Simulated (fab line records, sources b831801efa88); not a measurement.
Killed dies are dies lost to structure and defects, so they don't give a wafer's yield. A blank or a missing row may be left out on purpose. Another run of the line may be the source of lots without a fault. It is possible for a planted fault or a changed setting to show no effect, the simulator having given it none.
fab line records    flow sky130
[record] lots = 24  wafers = 72  last_day = 50
route steps=708 shown FIELD_ISO@5 SONOS_ONO@171 SD_P@328 METAL1@450 METAL3@563
lots with no fault: from the same line, run without faults
start_h: hours from the record's first day to the start of the lot's first wafer shown    wait_h: how many hours have passed since the lot's step before this one    " as in the row above    L1.1+2: a single row standing in for several wafers    - no value, or no start was given    * or withheld: withheld    < > ~ a bound
route shown NAME@n: names a module that has steps shown in the file, with the first one's number in the route    usual: average and standard deviation across the fault-free wafers    same: alike in all rows    chamber/n: place in a boat    sites: the reading at each site    _std_site: how widely they spread, as a standard deviation    _edge_site: outer sites' mean less inner sites'    radius_mm: for every site, how far away it sits from the centre of the wafer    mask NAME#n: copy n    behind: the last tool/chamber to shape the wafer    hold: the reason the lot was held/the length of the hold in hours/how it ended    device: whichever transistor did not switch (one of n, p or np)    end of line: tests run on the same wafers once the route is complete    a step without rows: its recipe alone    killed: count of dies lost to structure and defects at first sort (not the wafer's yield)    map: a wafer's dies, x killed, . not, _ none there
set.NAME: the setting that was run; set.NAME@STEP: the one run at that earlier step    model.NAME: the simulator's own value behind a step, which no gauge read
a sample of lots followed through the steps of the route, with each step as a table and each wafer as a row
services: from which hour (start_h, from the record's first day; less than 0 if before it) a tool's chamber was out of use, for how many hours, and why
[[steps]]
[step SKY_FIELD_ISO_THK_MEAS_04]
[recipe] reads = Si3N4_of_FIELD_ISO_CVD_03
[usual] FIELD_ISO_CVD_03_THK = 164.5/1.5
lot.wafer  tool           chamber  start_h  wait_h  FIELD_ISO_CVD_03_THK[nm]
L074.1     film_metro-04  -        14.16    0.0     167.1
L074.2     "              -        "        "       167.9
L074.3     "              -        "        "       164.2
L075.3     film_metro-01  -        18.87    0.0     164.3
L075.5     "              -        "        "       165.4
L075.6     "              -        "        "       163.9
L076.1     film_metro-04  -        27.44    0.0     164.1
L076.2     "              -        "        "       163.8
L076.6     "              -        "        "       163.8
L077.2     film_metro-04  -        29.24    0.0     164.6
L077.4     "              -        "        "       164.4
L077.6     "              -        "        "       165.9
L078.3     film_metro-04  -        34.15    0.0     163.4
L078.4     "              -        "        "       162.4
L078.6     "              -        "        "       162.8
L079.2     film_metro-04  -        38.65    0.0     165.1
L079.3     "              -        "        "       165.1
L079.5     "              -        "        "       165.7
L080.1     film_metro-02  -        43.89    0.0     163.6
L080.3     "              -        "        "       166.7
L080.6     "              -        "        "       166.3
L081.1     film_metro-02  -        48.80    0.0     165.2
L081.4     "              -        "        "       164.8
L081.5     "              -        "        "       165.6
L082.1     film_metro-02  -        56.67    0.0     166.6
L082.2     "              -        "        "       166.5
L082.4     "              -        "        "       166.3
L083.3     film_metro-02  -        61.53    0.0     166.8
L083.5     "              -        "        "       166.6
L083.6     "              -        "        "       166.3
L084.1     film_metro-04  -        65.71    0.0     166.7
L084.2     "              -        "        "       164.4
L084.5     "              -        "        "       165.3
L085.3     film_metro-04  -        69.97    0.0     164.6
L085.4     "              -        "        "       166.2
L085.6     "              -        "        "       164.7
L086.1     film_metro-04  -        74.56    0.0     167.7
L086.4     "              -        "        "       165.7
L086.6     "              -        "        "       166.7
L087.1     film_metro-01  -        78.60    0.0     161.8
L087.3     "              -        "        "       162.2
L087.6     "              -        "        "       163.8
L088.3     film_metro-02  -        83.50    0.0     162.9
L088.5     "              -        "        "       163.1
L088.6     "              -        "        "       162.8
L089.3     film_metro-01  -        90.79    0.0     164.5
L089.5     "              -        "        "       164.7
L089.6     "              -        "        "       163.5
L090.1     film_metro-01  -        95.25    0.0     163.4
L090.5     "              -        "        "       161.6
L090.6     "              -        "        "       162.6
L091.1     film_metro-02  -        100.28   0.0     163.0
L091.5     "              -        "        "       163.5
L091.6     "              -        "        "       162.1
L092.1     film_metro-04  -        104.32   0.0     161.5
L092.3     "              -        "        "       162.1
L092.4     "              -        "        "       160.7
L093.3     film_metro-01  -        108.50   0.0     163.5
L093.4     "              -        "        "       163.4
L093.6     "              -        "        "       162.6
L094.3     film_metro-02  -        114.32   0.0     164.8
L094.4     "              -        "        "       165.4
L094.6     "              -        "        "       165.3
L095.1     film_metro-04  -        120.54   0.0     164.8
L095.5     "              -        "        "       163.9
L095.6     "              -        "        "       165.0
L096.1     film_metro-04  -        123.97   0.0     162.7
L096.2     "              -        "        "       163.8
L096.5     "              -        "        "       163.8
L097.1     film_metro-02  -        129.47   0.0     164.2
L097.4     "              -        "        "       165.5
L097.5     "              -        "        "       164.2
[step SKY_SONOS_ONO_THK_MEAS_03]
[recipe] reads = Si3N4_of_SONOS_ONO_CVD_02
[usual] SONOS_ONO_CVD_02_THK = 10.54/0.15
lot.wafer  tool           chamber  start_h  wait_h  SONOS_ONO_CVD_02_THK[nm]
L074.1     film_metro-04  -        248.49   0.0     10.79
L074.2     "              -        "        "       10.82
L074.3     "              -        "        "       10.75
L075.3     film_metro-01  -        256.65   0.0     10.72
L075.5     "              -        "        "       10.63
L075.6     "              -        "        "       10.74
L076.1     film_metro-04  -        277.27   0.0     10.42
L076.2     "              -        "        "       10.60
L076.6     "              -        "        "       10.45
L077.2     film_metro-04  -        281.43   0.0     10.65
L077.4     "              -        "        "       10.65
L077.6     "              -        "        "       10.72
L078.3     film_metro-04  -        294.31   0.0     10.58
L078.4     "              -        "        "       10.57
L078.6     "              -        "        "       10.48
L079.2     film_metro-02  -        300.26   0.0     10.56
L079.3     "              -        "        "       10.60
L079.5     "              -        "        "       10.55
L080.1     film_metro-04  -        310.11   0.0     10.57
L080.3     "              -        "        "       10.53
L080.6     "              -        "        "       10.40
L081.1     film_metro-01  -        310.12   0.0     10.33
L081.4     "              -        "        "       10.30
L081.5     "              -        "        "       10.35
L082.1     film_metro-02  -        318.36   0.0     10.34
L082.2     "              -        "        "       10.41
L082.4     "              -        "        "       10.40
L083.3     film_metro-02  -        323.29   0.0     10.48
L083.5     "              -        "        "       10.33
L083.6     "              -        "        "       10.47
L084.1     film_metro-01  -        337.69   0.0     10.59
L084.2     "              -        "        "       10.53
L084.5     "              -        "        "       10.58
L085.3     film_metro-02  -        343.11   0.0     10.16
L085.4     "              -        "        "       10.36
L085.6     "              -        "        "       10.20
L086.1     film_metro-04  -        347.29   0.0     10.40
L086.4     "              -        "        "       10.49
L086.6     "              -        "        "       10.53
L087.1     film_metro-04  -        351.59   0.0     10.60
L087.3     "              -        "        "       10.55
L087.6     "              -        "        "       10.54
L088.3     film_metro-01  -        357.36   0.0     10.61
L088.5     "              -        "        "       10.54
L088.6     "              -        "        "       10.67
L089.3     film_metro-01  -        366.89   0.1     10.50
L089.5     "              -        "        "       10.50
L089.6     "              -        "        "       10.45
L090.1     film_metro-01  -        382.76   0.0     10.66
L090.5     "              -        "        "       10.78
L090.6     "              -        "        "       10.79
L091.1     film_metro-02  -        388.68   0.0     10.36
L091.5     "              -        "        "       10.42
L091.6     "              -        "        "       10.45
L092.1     film_metro-01  -        395.01   0.0     10.42
L092.3     "              -        "        "       10.32
L092.4     "              -        "        "       10.51
L093.3     film_metro-01  -        406.63   0.0     10.59
L093.4     "              -        "        "       10.73
L093.6     "              -        "        "       10.67
L094.3     film_metro-02  -        411.33   0.0     10.69
L094.4     "              -        "        "       10.60
L094.6     "              -        "        "       10.70
L095.1     film_metro-01  -        416.08   0.0     10.62
L095.5     "              -        "        "       10.61
L095.6     "              -        "        "       10.64
L096.1     film_metro-04  -        421.05   0.0     10.52
L096.2     "              -        "        "       10.48
L096.5     "              -        "        "       10.60
L097.1     film_metro-01  -        431.37   0.0     10.72
L097.4     "              -        "        "       10.63
L097.5     "              -        "        "       10.64
[step SKY_SONOS_ONO_ETCH_15]
[recipe] target_depth_nm = 19.52  chemistry = CHF3/O2  source_w = 600  bias_w = 200  pressure_mtorr = 40  chf3_flow_sccm = 50  O2_flow_sccm = 5  time_s = 7.8
[usual] drypump_motor_current_A = 5.7/0.5  oes_product_au = 1.002/0.0077  throttle_valve_pct = 8.825/0.0089
lot.wafer  tool         chamber  start_h  wait_h  drypump_motor_current_A  oes_product_au  rf_hours_counter_h  throttle_valve_pct
L074.1     rie_diel-03  2        274.10   0.0     5.0                      0.997           13                  8.829
L074.2     "            1        "        "       5.4                      1.000           26                  8.822
L074.3     "            0        "        "       4.7                      1.016           121                 8.817
L075.3     rie_diel-03  3        282.28   0.0     6.4                      1.013           0                   8.822
L075.5     "            1        "        "       5.3                      1.007           -                   8.820
L075.6     "            0        "        "       4.7                      1.013           -                   8.841
L076.1     rie_diel-04  2        303.13   0.0     6.0                      1.002           119                 8.836
L076.2     "            3        "        "       5.7                      1.013           119                 8.826
L076.6     "            2        "        "       6.0                      0.992           -                   8.822
L077.2     rie_diel-03  3        307.40   0.0     6.4                      1.015           1                   8.823
L077.4     "            1        "        "       5.3                      0.985           26                  8.827
L077.6     "            3        "        "       6.4                      1.002           -                   8.825
L078.3     rie_diel-01  0        338.90   0.0     5.7                      1.015           64                  8.812
L078.4     "            1        "        "       5.4                      1.007           -                   8.822
L078.6     "            3        "        "       6.0                      1.000           -                   8.837
L079.2     rie_diel-03  3        339.05   0.0     6.4                      0.982           1                   8.826
L079.3     "            1        "        "       5.4                      0.994           27                  8.823
L079.5     "            3        "        "       6.4                      0.993           -                   8.831
L080.1     rie_diel-04  2        339.20   0.0     6.0                      0.994           120                 8.831
L080.3     "            0        "        "       6.3                      0.996           -                   8.827
L080.6     "            2        "        "       5.9                      1.002           -                   8.827
L081.1     rie_diel-01  1        339.35   0.0     5.4                      0.995           1                   8.830
L081.4     "            3        "        "       6.0                      0.998           -                   8.821
L081.5     "            0        "        "       5.7                      1.011           -                   8.833
L082.1     rie_diel-03  2        346.55   0.0     4.9                      1.015           14                  8.830
L082.2     "            3        "        "       6.4                      1.007           1                   8.824
L082.4     "            3        "        "       6.4                      1.007           -                   8.827
L083.3     rie_diel-04  2        350.56   0.0     6.0                      1.003           -                   8.835
L083.5     "            0        "        "       6.3                      1.003           -                   8.822
L083.6     "            2        "        "       6.0                      1.002           -                   8.813
L084.1     rie_diel-01  3        366.05   0.0     6.0                      1.001           13                  8.808
L084.2     "            0        "        "       5.7                      1.006           64                  8.836
L084.5     "            2        "        "       5.7                      0.996           -                   8.824
L085.3     rie_diel-04  2        372.25   0.0     6.0                      1.006           121                 8.817
L085.4     "            1        "        "       6.2                      0.999           -                   8.823
L085.6     "            2        "        "       6.0                      1.007           -                   8.827
L086.1     rie_diel-01  1        377.28   0.0     5.4                      1.012           2                   8.858
L086.4     "            3        "        "       6.0                      0.989           14                  8.821
L086.6     "            1        "        "       5.4                      1.006           -                   8.842
L087.1     rie_diel-03  0        380.80   0.0     4.7                      0.995           0                   8.825
L087.3     "            2        "        "       5.0                      1.004           15                  8.829
L087.6     "            2        "        "       4.9                      1.002           -                   8.825
L088.3     rie_diel-03  1        386.75   0.0     5.4                      0.999           28                  8.829
L088.5     "            3        "        "       6.4                      1.002           -                   8.831
L088.6     "            2        "        "       4.9                      1.006           -                   8.819
L089.3     rie_diel-01  2        397.03   0.0     5.6                      1.010           91                  8.810
L089.5     "            0        "        "       5.7                      0.999           -                   8.824
L089.6     "            3        "        "       6.0                      0.983           -                   8.812
L090.1     rie_diel-04  3        413.28   0.0     5.7                      1.000           1                   8.834
L090.5     "            3        "        "       5.7                      0.998           -                   8.827
L090.6     "            2        "        "       6.0                      0.994           -                   8.819
L091.1     rie_diel-01  1        418.70   0.0     5.4                      1.015           2                   8.819
L091.5     "            3        "        "       6.0                      0.995           -                   8.837
L091.6     "            2        "        "       5.7                      0.997           -                   8.819
L092.1     rie_diel-01  2        425.30   0.0     5.7                      0.999           91                  8.835
L092.3     "            0        "        "       5.6                      1.000           65                  8.831
L092.4     "            1        "        "       5.4                      1.005           2                   8.833
L093.3     rie_diel-01  0        438.28   0.0     5.7                      1.017           65                  8.817
L093.4     "            1        "        "       5.4                      0.996           3                   8.820
L093.6     "            1        "        "       5.4                      0.998           -                   8.817
L094.3     rie_diel-01  1        443.30   0.0     5.4                      1.015           3                   8.831
L094.4     "            2        "        "       5.7                      1.010           91                  8.810
L094.6     "            0        "        "       5.7                      1.008           -                   8.813
L095.1     rie_diel-04  3        447.93   0.0     5.8                      1.002           2                   8.837
L095.5     "            1        "        "       6.2                      1.000           -                   8.824
L095.6     "            0        "        "       6.2                      0.998           -                   8.815
L096.1     rie_diel-03  2        453.53   0.0     4.9                      1.001           17                  8.812
L096.2     "            0        "        "       4.7                      0.996           2                   8.802
L096.5     "            2        "        "       4.9                      1.012           -                   8.820
L097.1     rie_diel-03  1        463.23   0.0     5.3                      0.997           29                  8.833
L097.4     "            2        "        "       4.9                      0.993           17                  8.820
L097.5     "            1        "        "       5.3                      0.996           -                   8.827
[step SKY_SD_P_OVL_MEAS_08]
[usual] SD_P_OVL = 0.4/1.4
lot.wafer  tool        chamber  start_h  wait_h  SD_P_OVL[nm]
L074.1     overlay-02  -        585.46   0.1     0.6
L074.2     "           -        "        "       2.2
L074.3     "           -        "        "       -0.3
L075.3     overlay-02  -        590.53   0.1     1.3
L075.5     "           -        "        "       1.1
L075.6     "           -        "        "       1.3
L076.1     overlay-02  -        613.46   0.1     1.7
L076.2     "           -        "        "       3.0
L076.6     "           -        "        "       1.9
L077.2     overlay-01  -        616.37   0.1     -1.5
L077.4     "           -        "        "       -0.8
L077.6     "           -        "        "       -2.0
L078.3     overlay-02  -        648.27   0.1     -0.4
L078.4     "           -        "        "       1.2
L078.6     "           -        "        "       1.2
L080.1     overlay-01  -        651.56   0.1     -0.4
L080.3     "           -        "        "       -0.5
L080.6     "           -        "        "       -0.7
L081.1     overlay-01  -        652.36   0.1     -1.8
L081.4     "           -        "        "       -2.6
L081.5     "           -        "        "       -1.7
L079.2     overlay-02  -        652.97   0.1     1.8
L079.3     "           -        "        "       0.0
L079.5     "           -        "        "       1.8
L082.1     overlay-02  -        657.76   0.1     1.0
L082.2     "           -        "        "       1.0
L082.4     "           -        "        "       -0.4
L083.3     overlay-02  -        664.87   0.1     1.6
L083.5     "           -        "        "       -0.8
L083.6     "           -        "        "       2.0
L085.3     overlay-01  -        681.22   0.1     0.7
L085.4     "           -        "        "       -0.9
L085.6     "           -        "        "       0.4
L084.1     overlay-01  -        683.86   0.1     -0.9
L084.2     "           -        "        "       -0.9
L084.5     "           -        "        "       0.0
L086.1     overlay-01  -        686.76   0.1     0.0
L086.4     "           -        "        "       1.2
L086.6     "           -        "        "       0.3
L087.1     overlay-01  -        694.81   0.1     1.8
L087.3     "           -        "        "       -0.2
L087.6     "           -        "        "       2.0
L088.3     overlay-02  -        699.07   0.1     0.7
L088.5     "           -        "        "       2.3
L088.6     "           -        "        "       1.7
L089.3     overlay-02  -        706.72   0.1     -0.8
L089.5     "           -        "        "       1.3
L089.6     "           -        "        "       2.2
L090.1     overlay-02  -        722.21   0.1     0.7
L090.5     "           -        "        "       0.9
L090.6     "           -        "        "       0.1
L091.1     overlay-01  -        726.72   0.1     -1.8
L091.5     "           -        "        "       -0.8
L091.6     "           -        "        "       -3.0
L092.1     overlay-02  -        732.22   0.1     0.4
L092.3     "           -        "        "       2.4
L092.4     "           -        "        "       0.8
L093.3     overlay-02  -        741.07   0.1     2.2
L093.4     "           -        "        "       2.6
L093.6     "           -        "        "       1.2
L094.3     overlay-02  -        745.92   0.1     1.3
L094.4     "           -        "        "       1.9
L094.6     "           -        "        "       0.7
L095.1     overlay-02  -        750.51   0.1     2.0
L095.5     "           -        "        "       -0.7
L095.6     "           -        "        "       0.0
L096.1     overlay-01  -        758.67   0.1     -0.6
L096.2     "           -        "        "       0.1
L096.5     "           -        "        "       -1.5
L097.1     overlay-02  -        765.01   0.1     1.4
L097.4     "           -        "        "       0.8
L097.5     "           -        "        "       1.5
[step SKY_METAL1_OVL_MEAS_16]
[usual] METAL1_OVL = 3/5.9
lot.wafer  tool        chamber  start_h  wait_h  METAL1_OVL[nm]
L074.1     overlay-01  -        760.31   0.1     9
L074.2     "           -        "        "       11
L074.3     "           -        "        "       2
L075.3     overlay-01  -        766.80   0.1     -12
L075.5     "           -        "        "       -9
L075.6     "           -        "        "       -6
L076.1     overlay-01  -        785.81   0.1     13
L076.2     "           -        "        "       5
L076.6     "           -        "        "       5
L077.2     overlay-02  -        789.61   0.1     3
L077.4     "           -        "        "       0
L077.6     "           -        "        "       -1
L078.3     overlay-02  -        820.57   0.1     -1
L078.4     "           -        "        "       5
L078.6     "           -        "        "       8
L081.1     overlay-02  -        823.61   0.1     7
L081.4     "           -        "        "       9
L081.5     "           -        "        "       11
L080.1     overlay-02  -        824.09   0.1     17
L080.3     "           -        "        "       14
L080.6     "           -        "        "       9
L079.2     overlay-01  -        825.01   0.1     1
L079.3     "           -        "        "       5
L079.5     "           -        "        "       0
L082.1     overlay-02  -        827.26   0.1     3
L082.2     "           -        "        "       -1
L082.4     "           -        "        "       2
L083.3     overlay-01  -        832.90   0.1     -2
L083.5     "           -        "        "       3
L083.6     "           -        "        "       -2
L085.3     overlay-01  -        849.20   0.1     -5
L085.4     "           -        "        "       2
L085.6     "           -        "        "       3
L084.1     overlay-02  -        853.11   0.1     4
L084.2     "           -        "        "       6
L084.5     "           -        "        "       10
L086.1     overlay-02  -        853.66   0.1     14
L086.4     "           -        "        "       16
L086.6     "           -        "        "       8
L087.1     overlay-01  -        862.36   0.1     5
L087.3     "           -        "        "       11
L087.6     "           -        "        "       5
L088.3     overlay-01  -        865.85   0.1     9
L088.5     "           -        "        "       6
L088.6     "           -        "        "       8
L089.3     overlay-02  -        873.62   0.1     -5
L089.5     "           -        "        "       -6
L089.6     "           -        "        "       6
L090.1     overlay-02  -        886.49   0.1     8
L090.5     "           -        "        "       11
L090.6     "           -        "        "       7
L091.1     overlay-01  -        891.96   0.1     -7
L091.5     "           -        "        "       -1
L091.6     "           -        "        "       -4
L092.1     overlay-01  -        899.69   0.1     -4
L092.3     "           -        "        "       -1
L092.4     "           -        "        "       -4
L093.3     overlay-01  -        905.57   0.1     1
L093.4     "           -        "        "       0
L093.6     "           -        "        "       2
L094.3     overlay-01  -        908.77   0.1     2
L094.4     "           -        "        "       6
L094.6     "           -        "        "       2
L095.1     overlay-01  -        913.24   0.1     -1
L095.5     "           -        "        "       -1
L095.6     "           -        "        "       3
L096.1     overlay-01  -        921.56   0.1     1
L096.2     "           -        "        "       -6
L096.5     "           -        "        "       -3
L097.1     overlay-01  -        928.91   0.1     -4
L097.4     "           -        "        "       3
L097.5     "           -        "        "       3
[step SKY_METAL3_CD_MEAS_13]
[recipe] target_cd_nm = 300
[usual] cd_nm = 300.6/1.2
lot.wafer  tool       chamber  start_h  wait_h  cd_nm
L074.1     cd_sem-02  -        898.81   -       301.7
L074.2     "          -        "        "       300.4
L074.3     "          -        "        "       301.3
L075.3     cd_sem-02  -        904.53   -       300.8
L075.5     "          -        "        "       300.3
L075.6     "          -        "        "       300.5
L076.1     cd_sem-01  -        922.70   -       298.3
L076.2     "          -        "        "       300.4
L076.6     "          -        "        "       299.3
L077.2     cd_sem-02  -        925.61   -       302.3
L077.4     "          -        "        "       300.0
L077.6     "          -        "        "       302.7
L078.3     cd_sem-01  -        954.39   -       300.3
L078.4     "          -        "        "       299.7
L078.6     "          -        "        "       298.4
L081.1     cd_sem-02  -        955.67   -       299.4
L081.4     "          -        "        "       299.5
L081.5     "          -        "        "       299.9
L080.1     cd_sem-02  -        956.75   -       302.5
L080.3     "          -        "        "       302.1
L080.6     "          -        "        "       303.8
L079.2     cd_sem-02  -        958.99   -       302.3
L079.3     "          -        "        "       300.1
L079.5     "          -        "        "       300.7
L082.1     cd_sem-02  -        959.80   -       299.7
L082.2     "          -        "        "       299.0
L082.4     "          -        "        "       301.2
L083.3     cd_sem-01  -        965.19   -       301.3
L083.5     "          -        "        "       300.7
L083.6     "          -        "        "       301.5
L085.3     cd_sem-02  -        981.09   -       301.9
L085.4     "          -        "        "       300.0
L085.6     "          -        "        "       300.7
L084.1     cd_sem-01  -        984.32   -       299.9
L084.2     "          -        "        "       299.2
L084.5     "          -        "        "       299.1
L086.1     cd_sem-02  -        984.67   -       302.7
L086.4     "          -        "        "       302.9
L086.6     "          -        "        "       301.6
L087.1     cd_sem-01  -        991.42   -       300.1
L087.3     "          -        "        "       299.8
L087.6     "          -        "        "       300.3
L088.3     cd_sem-02  -        994.54   -       302.1
L088.5     "          -        "        "       301.4
L088.6     "          -        "        "       299.8
L089.3     cd_sem-01  -        1002.38  -       300.5
L089.5     "          -        "        "       299.9
L089.6     "          -        "        "       301.1
L090.1     cd_sem-02  -        1012.52  -       300.1
L090.5     "          -        "        "       299.6
L090.6     "          -        "        "       299.6
L091.1     cd_sem-01  -        1016.49  -       301.6
L091.5     "          -        "        "       301.4
L091.6     "          -        "        "       301.8
L092.1     cd_sem-02  -        1025.97  -       300.8
L092.3     "          -        "        "       300.8
L092.4     "          -        "        "       302.2
L093.3     cd_sem-02  -        1031.48  -       298.4
L093.4     "          -        "        "       299.3
L093.6     "          -        "        "       300.1
L094.3     cd_sem-02  -        1033.69  -       301.3
L094.4     "          -        "        "       301.6
L094.6     "          -        "        "       301.5
L095.1     cd_sem-02  -        1036.49  -       300.5
L095.5     "          -        "        "       302.1
L095.6     "          -        "        "       300.1
L096.1     cd_sem-02  -        1046.60  -       298.4
L096.2     "          -        "        "       299.6
L096.5     "          -        "        "       298.6
L097.1     cd_sem-01  -        1051.80  -       298.8
L097.4     "          -        "        "       300.6
L097.5     "          -        "        "       300.1
[[services]]
tool         chamber  start_h  hours  kind
rie_diel-01  1        251.52   4.4    repair
rie_diel-01  1        255.90   -      clean
rie_diel-01  1        255.90   18.1   scheduled_down
rie_diel-01  1        255.90   18.1   vent_cycle
rie_diel-03  3        258.59   -      clean
rie_diel-03  3        258.59   16.4   scheduled_down
rie_diel-03  3        258.59   16.4   vent_cycle
rie_diel-04  3        273.79   5.8    repair
rie_diel-04  1        283.65   -      clean
rie_diel-04  1        283.65   18.8   scheduled_down
rie_diel-04  1        283.65   18.8   vent_cycle
rie_diel-04  3        313.82   45.8   repair
rie_diel-03  0        327.35   -      clean
rie_diel-03  0        327.35   23.8   scheduled_down
rie_diel-03  0        327.35   23.8   vent_cycle
rie_diel-04  1        334.76   18.4   repair
rie_diel-01  2        336.46   3.8    repair
rie_diel-03  -        351.83   0.5    repair
rie_diel-04  3        359.65   -      clean
rie_diel-04  3        359.65   19.6   scheduled_down
rie_diel-04  3        359.65   19.6   vent_cycle
rie_diel-04  2        379.23   -      clean
rie_diel-04  2        379.23   15.0   scheduled_down
rie_diel-04  2        379.23   15.0   vent_cycle
[[key]]
fault none
